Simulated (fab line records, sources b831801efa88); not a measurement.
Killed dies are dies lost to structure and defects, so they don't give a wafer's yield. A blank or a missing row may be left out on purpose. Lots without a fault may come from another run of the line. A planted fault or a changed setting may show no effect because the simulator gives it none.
Which tool did it? | flow gf180mcu | 12 lots, 36 wafers sampled, at 6 steps of a route of 602

WHAT THE GAUGES READ, wafer by wafer
GF_VT_IMPLANT_RS_MEAS_46: measures by four-point-probe. Usual: MVSD_RS 457.3 ohm/sq, standard deviation 1.1.
lot  | measured     | on            | MVSD_RS (ohm/sq)  | flag
L829 | day 7 22:45  | film_metro-04 | 457.8 457.7 458.0 |
L837 | day 10 02:27 | film_metro-04 | 456.8 455.2 456.4 |
L838 | day 10 10:26 | film_metro-02 | 456.8 457.6 456.5 |
L839 | day 10 15:38 | film_metro-02 | 457.6 457.4 457.9 |
L840 | day 10 22:36 | film_metro-02 | 458.3 457.8 456.4 |
L841 | day 11 02:23 | film_metro-01 | 454.2 455.6 454.8 |
L843 | day 11 14:02 | film_metro-02 | 457.7 456.4 457.6 |
L845 | day 12 02:58 | film_metro-01 | 458.1 457.8 457.6 |
L847 | day 12 16:28 | film_metro-04 | 458.2 458.0 459.4 |
L848 | day 12 23:41 | film_metro-04 | 458.8 457.9 458.2 |
L850 | day 13 12:05 | film_metro-01 | 458.0 456.9 458.6 |
L851 | day 13 17:16 | film_metro-02 | 455.0 455.9 457.3 |

GF_HV_LDD_OVL_MEAS_08. Usual: HV_LDD_OVL 0.4 nm, standard deviation 1.4.
lot  | measured     | on         | HV_LDD_OVL (nm) | flag
L829 | day 10 09:40 | overlay-01 | 1.0 0.1 1.7     |
L837 | day 12 20:01 | overlay-02 | 1.2 1.7 -0.8    |
L838 | day 13 02:54 | overlay-01 | 0.2 0.9 3.3     |
L839 | day 13 06:55 | overlay-02 | 0.3 0.8 -0.9    |
L840 | day 13 16:27 | overlay-02 | 0.9 0.4 0.7     |
L841 | day 13 17:45 | overlay-02 | 1.4 0.6 0.6     |
L843 | day 14 07:51 | overlay-02 | -1.6 -1.5 -0.5  |
L845 | day 14 23:58 | overlay-02 | 1.1 -0.2 -0.2   |
L847 | day 15 12:04 | overlay-02 | 0.7 0.7 0.3     |
L848 | day 15 19:33 | overlay-02 | -0.4 -0.5 -1.5  |
L850 | day 16 10:45 | overlay-02 | 0.2 -1.0 3.3    |
L851 | day 16 15:07 | overlay-01 | 0.3 -1.0 0.5    |

GF_HV_LDD_TW_MEAS_11. Usual: HV_LDD_TW 2394, standard deviation 22.
lot  | measured     | on            | HV_LDD_TW      | flag
L829 | day 10 09:57 | film_metro-04 | 2361 2352 2378 |
L837 | day 12 20:18 | film_metro-04 | 2678 2670 2675 | OFF
L838 | day 13 03:11 | film_metro-01 | 2417 2412 2421 |
L839 | day 13 07:13 | film_metro-02 | 2700 2708 2694 | OFF
L840 | day 13 16:44 | film_metro-01 | 2431 2413 2414 |
L841 | day 13 18:02 | film_metro-02 | 2399 2418 2414 |
L843 | day 14 08:08 | film_metro-04 | 2366 2373 2369 |
L845 | day 15 00:16 | film_metro-02 | 2416 2415 2426 |
L847 | day 15 12:26 | film_metro-02 | 2419 2414 2423 |
L848 | day 15 19:51 | film_metro-04 | 2379 2379 2380 |
L850 | day 16 11:02 | film_metro-04 | 2377 2364 2359 |
L851 | day 16 15:25 | film_metro-01 | 2400 2397 2411 |

GF_HV_LDD_RS_MEAS_53: measures by four-point-probe. Usual: HV_LDD_RS 419.1 ohm/sq, standard deviation 0.97.
lot  | measured     | on            | HV_LDD_RS (ohm/sq) | flag
L829 | day 12 16:56 | film_metro-01 | 418.5 417.9 417.2  |
L837 | day 15 10:44 | film_metro-01 | 358.2 358.8 359.3  | OFF
L838 | day 15 17:02 | film_metro-04 | 419.6 419.6 419.9  |
L839 | day 15 21:55 | film_metro-04 | 360.0 338.9 360.0  | OFF
L840 | day 16 08:26 | film_metro-04 | 418.8 418.7 419.0  |
L841 | day 16 10:37 | film_metro-01 | 418.3 419.6 418.2  |
L843 | day 17 01:07 | film_metro-01 | 418.4 417.3 417.7  |
L845 | day 17 18:28 | film_metro-02 | 419.5 420.8 420.0  |
L847 | day 18 09:00 | film_metro-01 | 417.6 417.7 418.0  |
L848 | day 18 16:14 | film_metro-04 | 419.6 417.7 418.0  |
L850 | day 19 09:52 | film_metro-04 | 420.0 419.3 419.7  |
L851 | day 19 14:22 | film_metro-01 | 419.4 418.4 419.1  |

WHICH TOOL RAN EACH LOT (tool, then ch and the chambers of the sampled wafers, then the start)
lot  | GF_HV_LDD_IMPLANT_09            | GF_HV_LDD_STRIP_10
L829 | implanter-01 ch 0, day 10 09:43 | plasma_asher-02 ch 0,1, day 10 09:50
L837 | implanter-01 ch 0, day 12 20:04 | plasma_asher-02 ch 0,1, day 12 20:11
L838 | implanter-02 ch 0, day 13 02:58 | plasma_asher-04 ch 0,1, day 13 03:05
L839 | implanter-01 ch 0, day 13 07:00 | plasma_asher-02 ch 0,1, day 13 07:08
L840 | implanter-03 ch 0, day 13 16:31 | plasma_asher-02 ch 0,1, day 13 16:38
L841 | implanter-03 ch 0, day 13 17:47 | plasma_asher-01 ch 0,1, day 13 17:56
L843 | implanter-03 ch 0, day 14 07:53 | plasma_asher-02 ch 0,1, day 14 08:02
L845 | implanter-03 ch 0, day 15 00:04 | plasma_asher-04 ch 0,1, day 15 00:10
L847 | implanter-03 ch 0, day 15 12:13 | plasma_asher-04 ch 0,1, day 15 12:22
L848 | implanter-03 ch 0, day 15 19:37 | plasma_asher-01 ch 1, day 15 19:44
L850 | implanter-01 ch 0, day 16 10:47 | plasma_asher-04 ch 0,1, day 16 10:56
L851 | implanter-03 ch 0, day 16 15:13 | plasma_asher-04 ch 0,1, day 16 15:19
- GF_HV_LDD_IMPLANT_09
- GF_HV_LDD_STRIP_10: strips in O2/N2.

WHAT THE TOOLS THEMSELVES READ (means of the sampled wafers that have a number; where no wafer has one, the mark that the record gives instead)
GF_HV_LDD_IMPLANT_09. Usual: dose_ions_cm2 1e+14, standard deviation 1.2e+11; faraday_current_uA 565, standard deviation 12.
lot  | tool         | dose_ions_cm2 | faraday_current_uA | flag
L829 | implanter-01 | 1e+14         | 577                |
L837 | implanter-01 | 2e+14         | 892                | OFF
L838 | implanter-02 | 1e+14         | 555                |
L839 | implanter-01 | 2e+14         | 886                | OFF
L840 | implanter-03 | 1e+14         | 562                |
L841 | implanter-03 | 1e+14         | 563                |
L843 | implanter-03 | 1e+14         | 574                |
L845 | implanter-03 | 1e+14         | 580                |
L847 | implanter-03 | 1e+14         | 565                |
L848 | implanter-03 | 1e+14         | 574                |
L850 | implanter-01 | 1e+14         | 555                |
L851 | implanter-03 | 1e+14         | 567                |

GF_HV_LDD_STRIP_10. Usual: drypump_motor_current_A 5.9 A, standard deviation 0.51; heater_power_w 340 W, standard deviation 19; oes_product_au 0.716 a.u., standard deviation 0.0044; strip_time_to_endpoint_s 12.63 s, standard deviation 0.042.
lot  | tool            | drypump_motor_current_A (A) | heater_power_w (W) | oes_product_au (a.u.) | strip_time_to_endpoint_s (s) | flag
L829 | plasma_asher-02 | 6.2                         | 347                | 0.715                 | 12.68                        |
L837 | plasma_asher-02 | 6.2                         | 346                | 0.718                 | 12.56                        |
L838 | plasma_asher-04 | 6.2                         | 345                | 0.719                 | 12.63                        |
L839 | plasma_asher-02 | 6.2                         | 345                | 0.715                 | 12.61                        |
L840 | plasma_asher-02 | 6.2                         | 346                | 0.719                 | 12.64                        |
L841 | plasma_asher-01 | 5.2                         | 348                | 0.714                 | 12.63                        |
L843 | plasma_asher-02 | 5.8                         | 328                | 0.721                 | 12.64                        |
L845 | plasma_asher-04 | 6.0                         | 343                | 0.722                 | 12.63                        |
L847 | plasma_asher-04 | 6.1                         | 344                | 0.720                 | 12.71                        |
L848 | plasma_asher-01 | 5.0                         | 346                | 0.719                 | 12.62                        |
L850 | plasma_asher-04 | 6.2                         | 346                | 0.715                 | 12.64                        |
L851 | plasma_asher-04 | 6.0                         | 333                | 0.714                 | 12.62                        |

THE ANSWER, worked out from the rows above alone
Rule: a lot is off if the mean of its wafers that have a number lies more than 3 standard deviations from the usual mean. A lot without any number at a reading at which 4 lots or more have one is off too. The other lots that the step has rows for count as sound. The gauges are gone through in route order, then the tools' own readings, and for those a lot's mean is taken as printed above. The first step at which some lot is off is used, and at that step the reading that is off furthest; a lot without a number counts as furthest.
Off: L837, L839, at GF_HV_LDD_TW_MEAS_11 (HV_LDD_TW).
A tool fits if, at a process step before that reading, it ran every lot that is off, and no sound lot after the first of them. The gauges at GF_HV_LDD_TW_MEAS_11 aren't tried: what is off there is off at GF_HV_LDD_IMPLANT_09 too, on other tools, and a gauge's error can't cause that. None of those tried fits.

WHAT THE SIMULATOR HAD PUT IN
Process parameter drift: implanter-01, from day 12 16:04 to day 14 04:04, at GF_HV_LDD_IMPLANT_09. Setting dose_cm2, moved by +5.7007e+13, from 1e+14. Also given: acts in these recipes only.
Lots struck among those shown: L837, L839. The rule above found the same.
